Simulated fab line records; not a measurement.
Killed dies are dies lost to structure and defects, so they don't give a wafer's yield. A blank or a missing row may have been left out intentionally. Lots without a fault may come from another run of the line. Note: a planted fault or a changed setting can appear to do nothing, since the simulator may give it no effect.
The tool behind it: which one? | flow sky130 | 13 lots, 39 wafers sampled, at 4 steps of a route of 708

## WHAT EACH GAUGE READ, for each wafer
SKY_CAP2M_OVL_MEAS_12. Usual: for CAP2M_OVL the level is -0.2 nm and the standard deviation is 1.2.
lot  | measured     | on         | CAP2M_OVL (nm) | flag
L923 | day 40 17:01 | overlay-01 | -0.6 0.0 -1.8  |
L924 | day 40 17:38 | overlay-02 | 1.1 0.5 -0.9   |
L926 | day 41 17:46 | overlay-01 | -1.1 0.7 0.1   |
L928 | day 42 04:46 | overlay-01 | -1.5 -1.2 -4.2 |
L929 | day 42 10:17 | overlay-02 | 0.4 -0.5 0.7   |
L930 | day 43 00:02 | overlay-02 | 0.3 1.4 0.6    |
L931 | day 43 00:20 | overlay-01 | 1.2 -0.3 -2.1  |
L932 | day 43 12:01 | overlay-01 | -0.3 -4.4 0.6  |
L933 | day 43 22:10 | overlay-01 | 1.4 2.0 0.8    |
L934 | day 43 20:58 | overlay-01 | 0.0 -0.9 0.0   |
L935 | day 44 01:26 | overlay-02 | 1.2 0.4 1.5    |
L943 | day 46 03:19 | overlay-02 | -0.2 -1.7 -0.8 |
L945 | day 47 09:25 | overlay-01 | 1.1 -1.0 0.8   |

## WHICH TOOL RAN EACH LOT (tool, then ch and the chambers of the sampled wafers, then the start)
lot  | SKY_VT_ADJUST_PCH_STRIP_09           | SKY_METAL3_DESCUM_15              | SKY_VIA3_CMP_02
L923 | plasma_asher-01 ch 0,1, day 10 09:37 | rie_metal-04 ch 0,1, day 38 12:50 | cmp-02 ch 0,1,2, day 38 13:59
L924 | plasma_asher-02 ch 0,1, day 10 10:23 | rie_metal-04 ch 0,1, day 38 14:08 | cmp-01 ch 0,1,3, day 38 15:26
L926 | plasma_asher-02 ch 0,1, day 11 03:42 | rie_metal-04 ch 0,1, day 39 14:38 | cmp-01 ch 0,1,2, day 39 15:52
L928 | plasma_asher-01 ch 0,1, day 12 01:01 | rie_metal-01 ch 0,1, day 40 01:59 | cmp-01 ch 0,2,3, day 40 03:12
L929 | plasma_asher-02 ch 0,1, day 12 06:17 | rie_metal-03 ch 0, day 40 09:20   | cmp-01 ch 0,1,2, day 40 10:37
L930 | plasma_asher-02 ch 0,1, day 12 18:02 | rie_metal-01 ch 0,1, day 40 21:41 | cmp-02 ch 1,3, day 40 22:50
L931 | plasma_asher-03 ch 0,1, day 13 00:44 | rie_metal-03 ch 0,1, day 40 22:14 | cmp-02 ch 0,2,3, day 40 23:28
L932 | plasma_asher-02 ch 0,1, day 13 08:51 | rie_metal-03 ch 0,1, day 41 11:00 | cmp-01 ch 0,1,3, day 41 12:12
L933 | plasma_asher-03 ch 0,1, day 13 15:26 | rie_metal-01 ch 0,1, day 41 20:21 | cmp-01 ch 0,1,2, day 41 22:00
L934 | plasma_asher-02 ch 0,1, day 13 18:37 | rie_metal-01 ch 0,1, day 41 19:41 | cmp-01 ch 0,1, day 41 20:57
L935 | plasma_asher-02 ch 0,1, day 14 05:47 | rie_metal-01 ch 0,1, day 42 01:05 | cmp-01 ch 1,2, day 42 02:21
L943 | plasma_asher-03 ch 0,1, day 16 21:08 | rie_metal-04 ch 0,1, day 44 05:11 | cmp-02 ch 1,2,3, day 44 06:36
L945 | plasma_asher-03 ch 0,1, day 17 23:10 | rie_metal-04 ch 0,1, day 45 13:57 | cmp-01 ch 0,1,2, day 45 15:06
- SKY_VT_ADJUST_PCH_STRIP_09: strips in O2/N2.
- SKY_METAL3_DESCUM_15: chemistry O2, time 8 s.
- SKY_VIA3_CMP_02: polishes SiO2.

## AS READ BY THE TOOLS THEMSELVES (means over the sampled wafers that have a number; for cases with no such wafer, the mark the record gives instead)
SKY_VT_ADJUST_PCH_STRIP_09. Usual: drypump_motor_current_A 5.8 A, standard deviation 0.4; oes_product_au 0.723 a.u., standard deviation 0.0045; strip_time_to_endpoint_s 36.92 s, standard deviation 0.087.
lot  | tool            | drypump_motor_current_A (A) | oes_product_au (a.u.) | strip_time_to_endpoint_s (s) | flag
L923 | plasma_asher-01 | 6.3                         | 0.723                 | 36.92                        |
L924 | plasma_asher-02 | 5.5                         | 0.720                 | 37.00                        |
L926 | plasma_asher-02 | 5.8                         | 0.725                 | 36.81                        |
L928 | plasma_asher-01 | 6.2                         | 0.724                 | 36.85                        |
L929 | plasma_asher-02 | 5.8                         | 0.723                 | 36.89                        |
L930 | plasma_asher-02 | 5.5                         | 0.724                 | 36.96                        |
L931 | plasma_asher-03 | 5.7                         | 0.721                 | 36.87                        |
L932 | plasma_asher-02 | 5.8                         | 0.724                 | 37.12                        |
L933 | plasma_asher-03 | 5.7                         | 0.722                 | 36.87                        |
L934 | plasma_asher-02 | 5.8                         | 0.721                 | 36.89                        |
L935 | plasma_asher-02 | 5.8                         | 0.727                 | 36.84                        |
L943 | plasma_asher-03 | 5.7                         | 0.723                 | 36.91                        |
L945 | plasma_asher-03 | 5.7                         | 0.721                 | 37.00                        |

SKY_METAL3_DESCUM_15. Usual: drypump_motor_current_A 6.0 A, standard deviation 0.34; oes_product_au 0.998 a.u., standard deviation 0.0089.
lot  | tool         | drypump_motor_current_A (A) | oes_product_au (a.u.) | flag
L923 | rie_metal-04 | 5.8                         | 0.984                 |
L924 | rie_metal-04 | 5.8                         | 0.990                 |
L926 | rie_metal-04 | 5.6                         | 0.997                 |
L928 | rie_metal-01 | 6.4                         | 0.998                 |
L929 | rie_metal-03 | 6.2                         | 0.995                 |
L930 | rie_metal-01 | 6.4                         | 1.000                 |
L931 | rie_metal-03 | 6.1                         | 0.997                 |
L932 | rie_metal-03 | 6.0                         | 0.997                 |
L933 | rie_metal-01 | 6.4                         | 1.004                 |
L934 | rie_metal-01 | 6.4                         | 1.000                 |
L935 | rie_metal-01 | 6.4                         | 0.998                 |
L943 | rie_metal-04 | 5.8                         | 0.989                 |
L945 | rie_metal-04 | 5.6                         | 0.995                 |

SKY_VIA3_CMP_02. Usual: edge_zone_pressure_frac 1.000, standard deviation 0.005; motor_current_A 11.8 A, standard deviation 1; platen_rpm 60.00 rpm, standard deviation 0.037; slurry_flow_ml_min 150.0, standard deviation 0.44.
lot  | tool   | edge_zone_pressure_frac | motor_current_A (A) | platen_rpm (rpm) | slurry_flow_ml_min | flag
L923 | cmp-02 | 1.000                   | 12.8                | 60.02            | 149.9              |
L924 | cmp-01 | 0.998                   | 12.1                | 60.02            | 150.5              |
L926 | cmp-01 | 1.003                   | 11.4                | 60.00            | 150.4              |
L928 | cmp-01 | 1.003                   | 11.4                | 60.02            | 149.8              |
L929 | cmp-01 | 1.007                   | 11.5                | 60.02            | 150.2              |
L930 | cmp-02 | 0.997                   | 10.7                | 60.01            | 149.9              |
L931 | cmp-02 | 0.999                   | 11.7                | 60.04            | 149.7              |
L932 | cmp-01 | 1.002                   | 11.7                | 59.98            | 150.1              |
L933 | cmp-01 | 1.002                   | 11.7                | 60.01            | 149.9              |
L934 | cmp-01 | 0.995                   | 11.4                | 59.99            | 150.1              |
L935 | cmp-01 | 0.999                   | 11.9                | 60.01            | 150.0              |
L943 | cmp-02 | 1.000                   | 11.9                | 59.99            | 150.3              |
L945 | cmp-01 | 1.001                   | 11.4                | 59.95            | 149.8              |

## THE ANSWER, worked out from the rows above alone
Rule: take the mean of a lot's wafers that have a number; if it is more than 3 standard deviations from the usual mean, the lot is off. Also off: a lot with no number at a reading for which 4 or more lots have one. Any other lot the step has rows for is counted as sound. After the gauges, taken in route order, come the tools' own readings; for these a lot's mean is taken, as printed above. The first step at which some lot is off is used, and at that step the reading that is off furthest; a lot without a number counts as furthest.
Nothing can be told from this: no lot is off at any reading shown.

## WHAT THE SIMULATOR HAD INSERTED
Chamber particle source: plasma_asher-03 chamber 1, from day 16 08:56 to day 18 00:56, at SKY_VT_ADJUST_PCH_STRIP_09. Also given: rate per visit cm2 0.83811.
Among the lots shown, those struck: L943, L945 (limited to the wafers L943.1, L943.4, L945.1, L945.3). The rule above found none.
